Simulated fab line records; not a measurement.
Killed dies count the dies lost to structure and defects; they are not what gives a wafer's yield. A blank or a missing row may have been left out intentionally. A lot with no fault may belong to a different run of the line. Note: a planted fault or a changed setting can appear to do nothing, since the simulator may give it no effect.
fab line records ; flow sky130
[record] lots = 6; wafers = 18; lastDay = 50
route steps=708 shown CAPM@554 METAL3@555 PAD_OPEN@708
lots with no fault: from the same line, run without faults
startH: hours from the record's first day to the start of the lot's first wafer shown ; waitH: hours elapsed since this lot's preceding step ; " repeats the value in the row above ; L1.1+2: several wafers, shown together as one row ; - either no value or no given start ; * or withheld: withheld ; < > ~ a bound
route shown NAME@n: a module of which the file shows steps, and the number in the route of the first ; usual: mean/standard deviation of fault-free wafers ; same: alike in all rows ; chamber/n: place in a boat ; sites: per-site readings ; _std_site: their standard deviation ; _edge_site: inner sites' mean taken away from outer sites' mean ; radiusMm: for every site, how far away it sits from the centre of the wafer ; mask NAME#n: copy n ; behind: the last tool/chamber to shape the wafer ; hold: why the lot was held/for how many hours/how that ended ; device: transistor that didn't switch, given as n, p or np ; end of line: tests run on the same wafers once the route is complete ; for a step that has no rows: nothing shown but its recipe ; killed: dies that structure and defects cost at the first sort, which is not the same as the wafer's yield ; map: per-die view of a wafer (x killed, . not killed, _ where there is no die)
set.NAME: the setting that was run; set.NAME@STEP: the one run at that earlier step ; model.NAME: the simulator's own value behind a step, which no gauge read
lots seen at some steps along the route; tables by step, rows by wafer
services: from which hour (startH, from the record's first day; less than 0 if before it) a tool's chamber was out of use, for how many hours, and why
[[steps]]
[step SKY_CAPM_CLEAN_17]
[recipe] chemistry = O3/DIW; dry = n2Spin
[step SKY_METAL3_DEHYDRATE_05]
[recipe] tempC = 200; timeS = 60
[step SKY_METAL3_HMDS_06]
[recipe] primeTimeS = 60; primeTempC = 120
[step SKY_METAL3_COAT_07]
[recipe] resist = BARC; tempC = withheld; timeS = withheld; spinRpm = 3000; resistThkNm = 60
[step SKY_METAL3_COAT_08]
[recipe] resist = KrF-thick; spinRpm = 3000; resistThkNm = 1140
[step SKY_METAL3_SOFTBAKE_09]
[recipe] tempC = 100; timeS = 90; resist = KrF-thick
[step SKY_METAL3_EXPOSE_10]
[recipe] maskId = MM3; na = 0.68; sourceShape = annular; sigmaInner = 0.4; sigmaOuter = 0.8; targetCdNm = 300; doseMj = 28
[step SKY_METAL3_PEB_11]
[recipe] pebTempC = withheld; pebTimeS = withheld; resist = KrF-thick
[step SKY_METAL3_DEVELOP_12]
[recipe] developTimeS = 60; resist = KrF-thick; devTempC = 21
[step SKY_METAL3_CD_MEAS_13]
[recipe] targetCdNm = 300
[usual] cdNm = 300.3/1.2
lot.wafer;tool;chamber;startH;waitH;cdNm
L879.1;cdSem-02;-;912.76;-;302.0
L879.2;cdSem-02;-;912.76;-;300.5
L879.4;cdSem-02;-;912.76;-;301.1
L882.2;cdSem-02;-;934.84;-;299.8
L882.3;cdSem-02;-;934.84;-;301.0
L882.4;cdSem-02;-;934.84;-;302.4
L883.2;cdSem-01;-;940.94;-;299.4
L883.4;cdSem-01;-;940.94;-;299.8
L883.6;cdSem-01;-;940.94;-;300.0
L891.2;cdSem-02;-;1003.59;-;299.6
L891.3;cdSem-02;-;1003.59;-;298.2
L891.5;cdSem-02;-;1003.59;-;299.4
L897.3;cdSem-01;-;1040.56;-;301.5
L897.5;cdSem-01;-;1040.56;-;300.7
L897.6;cdSem-01;-;1040.56;-;301.6
L900.1;cdSem-01;-;1056.91;-;299.2
L900.5;cdSem-01;-;1056.91;-;299.2
L900.6;cdSem-01;-;1056.91;-;298.9
[step SKY_METAL3_OVL_MEAS_14]
[usual] METAL3_OVL = 1/4.5
lot.wafer;tool;chamber;startH;waitH;METAL3_OVL[nm]
L879.1;overlay-01;-;912.88;0.1;4
L879.2;overlay-01;-;912.88;0.1;-7
L879.4;overlay-01;-;912.88;0.1;-7
L882.2;overlay-01;-;934.94;0.1;5
L882.3;overlay-01;-;934.94;0.1;-3
L882.4;overlay-01;-;934.94;0.1;10
L883.2;overlay-01;-;941.04;0.1;-2
L883.4;overlay-01;-;941.04;0.1;2
L883.6;overlay-01;-;941.04;0.1;0
L891.2;overlay-01;-;1003.70;0.1;4
L891.3;overlay-01;-;1003.70;0.1;-2
L891.5;overlay-01;-;1003.70;0.1;2
L897.3;overlay-02;-;1040.65;0.1;1
L897.5;overlay-02;-;1040.65;0.1;1
L897.6;overlay-02;-;1040.65;0.1;6
L900.1;overlay-02;-;1057.03;0.1;-3
L900.5;overlay-02;-;1057.03;0.1;1
L900.6;overlay-02;-;1057.03;0.1;0
[step SKY_METAL3_DESCUM_15]
[recipe] chemistry = O2; sourcePowerW = 150; biasPowerW = 0; pressureMtorr = 10; tempC = 40; timeS = 8
[usual] drypumpMotorCurrentA = 5.6/0.31; oesProductAu = 1.004/0.011
lot.wafer;tool;chamber;startH;waitH;drypumpMotorCurrentA;oesProductAu;rfHoursCounterH
L879.1;rieMetal-02;1;912.92;0.0;5.7;1.014;13
L879.2;rieMetal-02;0;912.92;0.0;5.3;1.003;11
L879.4;rieMetal-02;1;912.92;0.0;5.6;1.015;-
L882.2;rieMetal-03;1;934.97;0.0;5.8;0.996;10
L882.3;rieMetal-03;0;934.97;0.0;5.6;1.011;-
L882.4;rieMetal-03;1;934.97;0.0;5.8;0.993;-
L883.2;rieMetal-03;0;941.07;0.0;5.6;1.011;18
L883.4;rieMetal-03;0;941.07;0.0;5.5;1.012;-
L883.6;rieMetal-03;0;941.07;0.0;5.6;1.010;-
L891.2;rieMetal-01;1;1003.73;0.0;5.1;0.989;18
L891.3;rieMetal-01;1;1003.73;0.0;5.1;0.995;-
L891.5;rieMetal-01;1;1003.73;0.0;5.1;0.998;-
L897.3;rieMetal-03;1;1040.68;0.0;5.8;1.002;-
L897.5;rieMetal-03;0;1040.68;0.0;5.6;1.023;-
L897.6;rieMetal-03;1;1040.68;0.0;5.8;1.015;-
L900.1;rieMetal-01;0;1057.07;0.0;6.0;1.017;19
L900.5;rieMetal-01;1;1057.07;0.0;5.1;0.997;-
L900.6;rieMetal-01;0;1057.07;0.0;6.0;1.011;-
[step SKY_METAL3_ETCH_16]
[recipe] chemistry = N2/H2; target = BARC; ionEnergyEv = 200; biasW = 100; pressureMtorr = 30; n2FlowSccm = 100; h2FlowSccm = 200; icpW = 500; stopOn = SiO2; timeS = 88.2; targetDepthA = 600
[usual] biasW = 100.1/0.32; chamberPressureMTorr = 30.00/0.031; drypumpMotorCurrentA = 5.6/0.31; oesProductAu = 0.626/0.0041; throttleValvePct = 13.205/0.0086
lot.wafer;tool;chamber;startH;waitH;biasW;chamberPressureMTorr;drypumpMotorCurrentA;oesProductAu;rfHoursCounterH;throttleValvePct;model.KrF-thick_of_METAL3_COAT_08.thkNm
L879.1;rieMetal-02;1;912.95;0.0;99.8;29.99;5.6;0.626;13;13.191;1072
L879.2;rieMetal-02;0;912.95;0.0;100.4;30.01;5.3;0.626;11;13.201;1074
L879.4;rieMetal-02;1;912.95;0.0;99.6;30.01;5.6;0.625;-;13.203;1075
L882.2;rieMetal-03;1;935.00;0.0;-;-;-;-;-;-;1122
L882.3;rieMetal-03;0;935.00;0.0;-;-;-;-;-;-;1125
L882.4;rieMetal-03;1;935.00;0.0;-;-;-;-;-;-;1127
L883.2;rieMetal-03;0;941.10;0.0;-;-;-;-;-;-;1129
L883.4;rieMetal-03;0;941.10;0.0;-;-;-;-;-;-;1131
L883.6;rieMetal-03;0;941.10;0.0;-;-;-;-;-;-;1132
L891.2;rieMetal-01;1;1003.76;0.0;99.5;30.02;5.1;0.622;18;13.206;1074
L891.3;rieMetal-01;1;1003.76;0.0;99.7;30.01;5.1;0.627;-;13.215;1076
L891.5;rieMetal-01;1;1003.76;0.0;99.6;30.20;5.1;0.625;-;13.205;1071
L897.3;rieMetal-03;1;1040.74;0.0;99.2;30.04;5.8;0.622;-;13.199;1075
L897.5;rieMetal-03;0;1040.74;0.0;100.4;29.99;5.6;0.624;-;13.196;1073
L897.6;rieMetal-03;1;1040.74;0.0;100.0;30.04;5.8;0.624;-;13.210;1076
L900.1;rieMetal-01;0;1057.10;0.0;100.2;30.06;6.1;0.622;19;13.187;1075
L900.5;rieMetal-01;1;1057.10;0.0;99.5;30.02;5.1;0.623;-;13.212;1075
L900.6;rieMetal-01;0;1057.10;0.0;100.4;30.03;6.1;0.625;-;13.213;1075
[step SKY_METAL3_ETCH_17]
[recipe] target = SiO2; stopOn = TiN; chemistry = C4F8/O2/Ar; sourceW = 1500; biasW = 1200; pressureMtorr = 40; c4f8FlowSccm = withheld; O2_flow_sccm = 6; Ar_flow_sccm = 300; timeS = 3.9; targetDepthA = 150
[usual] biasW = 1200/4.3; chamberPressureMTorr = 40.00/0.047; oesProductAu = 0.754/0.0073
lot.wafer;tool;chamber;startH;waitH;biasW;chamberPressureMTorr;oesProductAu;rfHoursCounterH
L879.1;rieDiel-04;1;913.05;0.1;1194;40.04;0.751;6
L879.2;rieDiel-04;0;913.05;0.1;1201;40.03;0.765;19
L879.4;rieDiel-04;3;913.05;0.1;1202;40.01;0.754;6
L882.2;rieDiel-03;2;935.10;0.1;1194;39.98;0.375;10
L882.3;rieDiel-03;1;935.10;0.1;1201;40.00;0.376;18
L882.4;rieDiel-03;0;935.10;0.1;1199;39.97;0.381;9
L883.2;rieDiel-03;0;941.20;0.1;1198;40.05;0.374;9
L883.4;rieDiel-03;3;941.20;0.1;1202;40.05;0.375;16
L883.6;rieDiel-03;1;941.20;0.1;1201;39.88;0.383;-
L891.2;rieDiel-04;2;1003.86;0.1;1204;39.93;0.747;10
L891.3;rieDiel-04;0;1003.86;0.1;1197;39.94;0.756;21
L891.5;rieDiel-04;0;1003.86;0.1;1196;39.98;0.756;-
L897.3;rieDiel-04;2;1040.80;0.0;1203;40.03;0.761;10
L897.5;rieDiel-04;1;1040.80;0.0;1191;40.02;0.766;-
L897.6;rieDiel-04;2;1040.80;0.0;1203;39.98;0.751;-
L900.1;rieDiel-04;0;1057.20;0.1;1200;39.93;0.752;0
L900.5;rieDiel-04;1;1057.20;0.1;1200;39.99;0.764;-
L900.6;rieDiel-04;2;1057.20;0.1;1194;40.01;0.751;-
[step SKY_METAL3_METAL_ETCH_18]
[recipe] targetDepthA = 8450; stopOn = SiO2; overEtchFrac = 0.3; timeS = 183.1; chemistry = Cl2/BCl3; resistSidewallDeg = 88; pressureMtorr = 10; icpW = 900; biasW = 48.5; Cl2_flow_sccm = 60; bcl3FlowSccm = 30
[usual] bcl3FlowSccm = 30.02/0.098; biasW = 48.48/0.15; drypumpMotorCurrentA = 5.6/0.31; oesProductAu = 0.866/0.0069; throttleValvePct = 22.264/0.0087
lot.wafer;tool;chamber;startH;waitH;bcl3FlowSccm;biasW;drypumpMotorCurrentA;oesProductAu;rfHoursCounterH;throttleValvePct;model.KrF-thick_of_METAL3_COAT_08.thkNm
L879.1;rieMetal-01;1;913.07;0.0;30.10;48.61;5.1;0.859;13;22.250;529.4
L879.2;rieMetal-01;0;913.07;0.0;29.98;48.44;6.0;0.862;10;22.254;518.3
L879.4;rieMetal-01;1;913.07;0.0;29.96;48.33;5.1;0.875;-;22.266;533.2
L882.2;rieMetal-01;0;935.12;0.0;30.00;48.59;6.0;0.380;11;22.278;569.5
L882.3;rieMetal-01;0;935.12;0.0;30.10;48.79;6.0;0.371;-;22.277;574.2
L882.4;rieMetal-01;1;935.12;0.0;30.11;48.49;5.1;0.382;-;22.248;580.2
L883.2;rieMetal-02;0;941.22;0.0;30.05;48.55;5.3;0.373;12;22.260;592.3
L883.4;rieMetal-02;0;941.22;0.0;30.00;48.44;5.3;0.374;-;22.276;592.9
L883.6;rieMetal-02;0;941.22;0.0;30.06;48.39;5.3;0.376;-;22.265;592.9
L891.2;rieMetal-02;1;1003.88;0.0;29.98;48.38;5.6;0.854;18;22.263;522.5
L891.3;rieMetal-02;0;1003.88;0.0;29.90;48.17;5.3;0.868;-;22.275;537.3
L891.5;rieMetal-02;1;1003.88;0.0;29.92;48.26;5.6;0.861;-;22.267;517.6
L897.3;rieMetal-02;1;1040.88;0.1;30.16;48.45;5.6;0.861;-;22.269;520.8
L897.5;rieMetal-02;1;1040.88;0.1;30.11;48.25;5.7;0.863;-;22.253;517.1
L897.6;rieMetal-02;0;1040.88;0.1;29.86;48.47;5.3;0.867;-;22.260;531.8
L900.1;rieMetal-02;0;1057.22;0.0;30.05;48.68;5.3;0.859;19;22.250;529.8
L900.5;rieMetal-02;0;1057.22;0.0;29.94;48.64;5.2;0.861;-;22.281;532.1
L900.6;rieMetal-02;1;1057.22;0.0;29.98;48.54;5.7;0.865;-;22.260;523.2
[step SKY_METAL3_STRIP_19]
[recipe] chemistry = O2/N2; powerW = 1400; pressureMtorr = 1500; platenTempC = withheld; o2FlowSccm = 3000; n2FlowSccm = 300; overashFraction = 0.5
[usual] drypumpMotorCurrentA = 5.5/0.46; oesProductAu = 0.500/0.0064; stripTimeToEndpointS = 6.49/0.11
[same] overashFraction = 0.5
lot.wafer;tool;chamber;startH;waitH;drypumpMotorCurrentA;oesProductAu;rfHoursCounterH;stripTimeToEndpointS
L879.1;plasmaAsher-02;0;913.24;0.1;5.8;0.507;48;6.56
L879.2;plasmaAsher-02;1;913.24;0.1;5.1;0.498;48;6.45
L879.4;plasmaAsher-02;1;913.24;0.1;5.1;0.500;-;6.60
L882.2;plasmaAsher-01;1;935.30;0.1;4.9;0.513;86;6.96
L882.3;plasmaAsher-01;0;935.30;0.1;5.8;0.512;-;7.00
L882.4;plasmaAsher-01;1;935.30;0.1;4.9;0.531;-;7.08
L883.2;plasmaAsher-02;1;941.40;0.1;5.1;0.522;51;7.19
L883.4;plasmaAsher-02;1;941.40;0.1;5.1;0.528;-;7.18
L883.6;plasmaAsher-02;1;941.40;0.1;5.1;0.531;-;7.18
L891.2;plasmaAsher-04;1;1004.06;0.1;6.4;0.498;109;6.50
L891.3;plasmaAsher-04;0;1004.06;0.1;5.8;0.517;-;6.63
L891.5;plasmaAsher-04;1;1004.06;0.1;6.4;0.500;-;6.45
L897.3;plasmaAsher-02;1;1041.03;0.1;5.1;0.493;-;6.48
L897.5;plasmaAsher-02;1;1041.03;0.1;5.2;0.497;-;6.45
L897.6;plasmaAsher-02;0;1041.03;0.1;5.8;0.513;-;6.58
L900.1;plasmaAsher-02;0;1057.39;0.1;5.8;0.501;63;6.57
L900.5;plasmaAsher-02;1;1057.39;0.1;5.1;0.501;-;6.60
L900.6;plasmaAsher-02;0;1057.39;0.1;5.9;0.502;-;6.49
[step SKY_METAL3_STRIP_20]
[recipe] chemistry = postEtchResidueRemover; timeS = 1200; tempC = 72.5
[step SKY_PAD_OPEN_PROBE_99]
[usual] defectLimitedYield = 82.9/2; killed_at_M0_to_M3 = 43/7; killed_at_M4_up = 3.0/1.9; killedAtContacts = 24/4.6; killedAtFrontEnd = 15/4.1; killedAtOther = 0.3/0.52; killedDies = 84/9.7; killedOnRim = 16/3.6; killedOpen = 46/6.9; killedShort = 38/6.8; sort_bin_3_pad_short = 0.8/0.41; sort_bin_5_function = 10.2/1.5; sort_bin_6_memory = 6.1/1.1; sortNPass = 408/9.7; sortYieldPct = 82.9/2
[same] grossDies = 492; killedAtBackSide = 0; sort_bin_4_leakage[%] = 0; sort_bin_8_speed[%] = 0
lot.wafer;tool;chamber;startH;waitH;defectLimitedYield[%];killed_at_M0_to_M3;killed_at_M4_up;killedAtContacts;killedAtFrontEnd;killedAtOther;killedDies;killedOnRim;killedOpen;killedShort;sort_bin_3_pad_short[%];sort_bin_5_function[%];sort_bin_6_memory[%];sortNPass;sortYieldPct[%]
L882.2;prober-02;-;1102.41;0.1;0;447;3;30;12;0;492;96;50;41;0.8;92.1;7.1;0;0
L882.3;prober-02;-;1102.46;0.2;0;454;2;23;13;0;492;96;50;32;0.6;92.9;6.5;0;0
L883.2;prober-01;-;1108.15;0.1;0;441;2;27;22;0;492;96;46;36;1.6;92.7;5.7;0;0
L883.4;prober-01;-;1108.25;0.2;0;452;2;24;14;0;492;96;51;35;1.0;93.5;5.5;0;0
L883.6;prober-01;-;1108.35;0.2;0;455;7;21;9;0;492;96;41;33;0;94.3;5.7;0;0
L891.2;prober-02;-;1157.38;0.1;80.7;48;3;29;15;0;95;19;56;39;0.6;11.2;7.5;397;80.7
L891.3;prober-02;-;1157.43;0.2;83.1;50;1;20;12;0;83;13;45;38;0.8;10.8;5.3;409;83.1
L891.5;prober-02;-;1157.53;0.2;80.3;46;3;33;15;0;97;15;55;42;1.4;11.4;6.9;395;80.3
L897.3;prober-02;-;1185.27;0.2;86.2;31;3;20;14;0;68;16;37;29;0.4;8.5;4.9;424;86.2
L897.5;prober-02;-;1185.37;0.2;83.7;50;2;20;8;0;80;11;55;25;0.2;11.4;4.7;412;83.7
L897.6;prober-02;-;1185.42;0.2;83.5;48;2;14;17;0;81;19;35;43;1.2;10.0;5.3;411;83.5
// killed by level:class
L882.2 METAL3:areaEtch=401 CONTACT:geometricParticle:open=11 VIA1:geometricParticle:open=10 LI_CONTACT:geometricParticle:open=9 VIA1:geometricParticle:short=7 LOCAL_INTERCONNECT:geometricParticle:short=6 POLY_GATE:geometricParticle:short=5 METAL1:geometricParticle:short=5
L882.3 METAL3:areaEtch=410 VIA1:geometricParticle:open=15 CONTACT:geometricParticle:open=11 VIA2:geometricParticle:open=8 VIA3:geometricParticle:open=6 VIA1:geometricParticle:short=5 POLY_GATE:geometricParticle:short=5 LOCAL_INTERCONNECT:geometricParticle:short=5
L883.2 METAL3:areaEtch=409 VIA1:geometricParticle:open=12 CONTACT:geometricParticle:open=11 FIELD_ISO:geometricParticle:short=6 LI_CONTACT:geometricParticle:open=6 CONTACT:geometricParticle:short=5 METAL1:geometricParticle:short=5 FIELD_ISO:geometricParticle:open=4
L883.4 METAL3:areaEtch=406 VIA2:geometricParticle:open=10 CONTACT:geometricParticle:open=8 VIA1:geometricParticle:open=8 VIA3:geometricParticle:open=7 VIA1:geometricParticle:short=6 POLY_GATE:geometricParticle:open=5 CONTACT:geometricParticle:short=5
L883.6 METAL3:areaEtch=417 VIA1:geometricParticle:open=10 VIA3:geometricParticle:open=8 METAL4:geometricParticle:short=7 VIA2:geometricParticle:open=6 LI_CONTACT:geometricParticle:open=6 CONTACT:geometricParticle:open=6 METAL3:geometricParticle:short=5
L891.2 VIA1:geometricParticle:open=13 CONTACT:geometricParticle:open=12 METAL2:geometricParticle:short=8 VIA2:geometricParticle:open=7 FIELD_ISO:geometricParticle:short=4 POLY_GATE:geometricParticle:short=4 CONTACT:geometricParticle:short=4 LI_CONTACT:geometricParticle:open=4
L891.3 VIA1:geometricParticle:open=15 VIA3:geometricParticle:open=11 METAL3:geometricParticle:short=6 LOCAL_INTERCONNECT:geometricParticle:short=5 METAL1:geometricParticle:short=5 LI_CONTACT:geometricParticle:short=4 LI_CONTACT:geometricParticle:open=4 FIELD_ISO:geometricParticle:short=3
L891.5 CONTACT:geometricParticle:open=17 METAL2:geometricParticle:short=11 VIA1:geometricParticle:open=9 LI_CONTACT:geometricParticle:open=8 METAL3:geometricParticle:short=6 POLY_GATE:geometricParticle:open=5 LI_CONTACT:geometricParticle:short=4 POLY_GATE:geometricParticle:short=4
L897.3 LI_CONTACT:geometricParticle:open=6 VIA1:geometricParticle:open=6 LI_CONTACT:geometricParticle:short=5 CONTACT:geometricParticle:open=5 METAL1:geometricParticle:short=5 VIA2:geometricParticle:short=5 FIELD_ISO:geometricParticle:open=4 POLY_GATE:geometricParticle:short=4
L897.5 VIA1:geometricParticle:open=14 VIA2:geometricParticle:open=12 LI_CONTACT:geometricParticle:open=7 METAL2:geometricParticle:short=6 CONTACT:geometricParticle:open=5 METAL2:geometricParticle:open=4 CONTACT:geometricParticle:short=4 VIA2:geometricParticle:short=3
L897.6 VIA1:geometricParticle:open=10 METAL1:geometricParticle:short=7 METAL2:geometricParticle:short=6 CONTACT:geometricParticle:open=5 CONTACT:geometricParticle:short=5 VIA1:geometricParticle:short=5 VIA2:geometricParticle:short=4 VIA3:geometricParticle:short=4
// map L882.2 (x killed, . not)
__________xxxxxxxxxx_________
________xxxxxxxxxxxxxx_______
______xxxxxxxxxxxxxxxxxx_____
_____xxxxxxxxxxxxxxxxxxxx____
____xxxxxxxxxxxxxxxxxxxxxx___
___xxxxxxxxxxxxxxxxxxxxxxxx__
__xxxxxxxxxxxxxxxxxxxxxxxxxx_
_xxxxxxxxxxxxxxxxxxxxxxxxxxxx
_xxxxxxxxxxxxxxxxxxxxxxxxxxxx
_xxxxxxxxxxxxxxxxxxxxxxxxxxxx
_xxxxxxxxxxxxxxxxxxxxxxxxxxxx
_xxxxxxxxxxxxxxxxxxxxxxxxxxxx
_xxxxxxxxxxxxxxxxxxxxxxxxxxxx
_xxxxxxxxxxxxxxxxxxxxxxxxxxxx
_xxxxxxxxxxxxxxxxxxxxxxxxxxxx
__xxxxxxxxxxxxxxxxxxxxxxxxxx_
___xxxxxxxxxxxxxxxxxxxxxxxx__
____xxxxxxxxxxxxxxxxxxxxxx___
_____xxxxxxxxxxxxxxxxxxxx____
______xxxxxxxxxxxxxxxxxx_____
________xxxxxxxxxxxxxx_______
__________xxxxxxxxxx_________
// map L883.2 (x killed, . not)
__________xxxxxxxxxx_________
________xxxxxxxxxxxxxx_______
______xxxxxxxxxxxxxxxxxx_____
_____xxxxxxxxxxxxxxxxxxxx____
____xxxxxxxxxxxxxxxxxxxxxx___
___xxxxxxxxxxxxxxxxxxxxxxxx__
__xxxxxxxxxxxxxxxxxxxxxxxxxx_
_xxxxxxxxxxxxxxxxxxxxxxxxxxxx
_xxxxxxxxxxxxxxxxxxxxxxxxxxxx
_xxxxxxxxxxxxxxxxxxxxxxxxxxxx
_xxxxxxxxxxxxxxxxxxxxxxxxxxxx
_xxxxxxxxxxxxxxxxxxxxxxxxxxxx
_xxxxxxxxxxxxxxxxxxxxxxxxxxxx
_xxxxxxxxxxxxxxxxxxxxxxxxxxxx
_xxxxxxxxxxxxxxxxxxxxxxxxxxxx
__xxxxxxxxxxxxxxxxxxxxxxxxxx_
___xxxxxxxxxxxxxxxxxxxxxxxx__
____xxxxxxxxxxxxxxxxxxxxxx___
_____xxxxxxxxxxxxxxxxxxxx____
______xxxxxxxxxxxxxxxxxx_____
________xxxxxxxxxxxxxx_______
__________xxxxxxxxxx_________
[[services]]
tool;chamber;startH;hours;kind
rieDiel-04;3;890.81;4.7;repair
plasmaAsher-01;-;891.64;10.5;repair
rieMetal-03;-;929.48;2.8;pm
rieDiel-03;-;931.86;0.5;repair
rieDiel-04;1;940.00;5.6;repair
rieDiel-03;3;954.49;11.0;repair
plasmaAsher-04;-;957.43;5.1;repair
rieMetal-03;1;971.58;15.1;repair
rieDiel-04;3;986.26;12.3;repair
rieDiel-03;0;996.51;8.5;repair
rieDiel-04;2;1007.67;28.8;repair
rieMetal-02;-;1011.53;0.3;repair
rieDiel-03;1;1020.61;2.5;repair
plasmaAsher-01;-;1027.94;0.9;repair
rieDiel-04;0;1045.63;-;clean
rieDiel-04;0;1045.63;10.5;scheduledDown
rieDiel-04;0;1045.63;10.5;ventCycle
plasmaAsher-04;-;1055.27;9.0;pm
plasmaAsher-04;0;1055.27;9.0;ventCycle
plasmaAsher-04;1;1055.27;9.0;ventCycle
[[key]]
[firstSign] step = SKY_METAL3_ETCH_16; reading = toolRecord; direction = missing
[effect] step = SKY_METAL3_ETCH_17; reading = oesProductAu; direction = down; sigmas = 52; usual = 0.754; struck = 0.377
[effect] step = SKY_METAL3_METAL_ETCH_18; reading = oesProductAu; direction = down; sigmas = 71; usual = 0.866; struck = 0.376
[effect] step = SKY_METAL3_STRIP_19; reading = stripTimeToEndpointS; direction = up; sigmas = 5.7; usual = *; struck = *
[effect] step = SKY_PAD_OPEN_PROBE_99; reading = killed_at_M0_to_M3; direction = up; sigmas = 59; usual = 43; struck = 450
[modelEffect] step = SKY_METAL3_ETCH_16; value = KrF-thick_of_METAL3_COAT_08.thkNm; without = 1077; struck = 1127
[modelEffect] step = SKY_METAL3_METAL_ETCH_18; value = KrF-thick_of_METAL3_COAT_08.thkNm; without = 533.1; struck = 583.7
[moreKillsBornAt] SKY_METAL3_ETCH_16@rieMetal-03 = 2041
metAt SKY_METAL3_ETCH_16
struckWafers L882.2,L882.3,L882.4,L883.2,L883.4,L883.6
laterRowsLeftOut L882.2,L882.3,L882.4,L883.2,L883.4,L883.6
[fault] kind = skippedStepWhole; tool = rieMetal-03; chamber = -; onsetH = 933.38; steps = SKY_METAL3_ETCH_16; scope = struckLotsOnly
// laterRowsLeftOut: the simulator's readings of these wafers behind a module that went badly wrong aren't trusted and aren't shown, but for the sort
